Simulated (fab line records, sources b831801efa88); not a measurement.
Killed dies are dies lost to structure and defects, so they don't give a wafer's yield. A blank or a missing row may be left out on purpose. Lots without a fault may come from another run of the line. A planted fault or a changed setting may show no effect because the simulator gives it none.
One fault seen from 2 desks | flow gf180mcu | each desk has only its own numbers; what lay behind them comes last

THE TOOL OWNER'S DESK: litho_track-03
The tool's own readings at GF_M4_SOFTBAKE_10 (time 60 s): means of the sampled wafers that have a number, for each lot that ran on this tool. A lot is out of limits, marked OUT, if its mean lies more than 4 standard deviations from the usual mean; the brackets give that distance.
Columns: A = heater_power_total_W at GF_M4_SOFTBAKE_10, usual 93.05 W; B = run_length_s at GF_M4_SOFTBAKE_10, usual 89.19 s
lot  | first seen here | A     | B
L754 | day 23 03:40    | 92.97 | 89.01
L755 | day 23 12:55    | 93.10 | 89.00
L757 | day 24 12:53    | 93.04 | 89.06
L758 | day 24 23:56    | 93.09 | 88.95
L767 | day 27 19:07    | 92.98 | 89.08
L770 | day 28 11:56    | 92.98 | 94.30 (+27) OUT
This desk's finding: out of limits on L770; first on L770, day 28 11:56 (run_length_s at GF_M4_SOFTBAKE_10). In limits: L754, L755, L757, L758, L767.

THE METROLOGY DESK
What the gauges read, lot by lot, whatever tool the lot ran on: means of the sampled wafers that have a number. A lot is out of limits, marked OUT, if its mean lies more than 4 standard deviations from the usual mean; the brackets give that distance.
Columns: A = V4_OVL at GF_V4_OVL_MEAS_15, usual 1 nm
lot  | first seen here | A
L754 | day 24 14:45    | -1
L755 | day 24 23:54    | 0
L756 | day 25 11:41    | -1
L757 | day 25 22:29    | -1
L758 | day 26 08:55    | 8
L760 | day 27 01:01    | 1
L763 | day 27 22:44    | 3
L764 | day 28 02:20    | 3
L767 | day 29 02:04    | -1
L770 | day 29 17:29    | -8
L773 | day 30 14:43    | 4
L775 | day 31 07:01    | 6
L776 | day 31 09:56    | -4
This desk's finding: nothing out of limits on any of the 13 lots.

PUT TOGETHER
The tool owner's desk could have raised an alarm at day 28 11:56, on L770.
The metrology desk saw nothing out of limits.
The metrology desk has L770 on record, within its limits.
Of the lots named, all ran GF_M4_SOFTBAKE_10 on litho_track-03.

WHAT THE SIMULATOR HAD PUT IN
Process parameter drift: litho_track-03, from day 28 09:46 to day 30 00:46, at GF_M4_SOFTBAKE_10. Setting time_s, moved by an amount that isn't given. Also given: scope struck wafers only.
Lots struck among those shown: L770.
Hours from the fault's start to each desk's first reading out of limits: the tool owner's desk, 2.
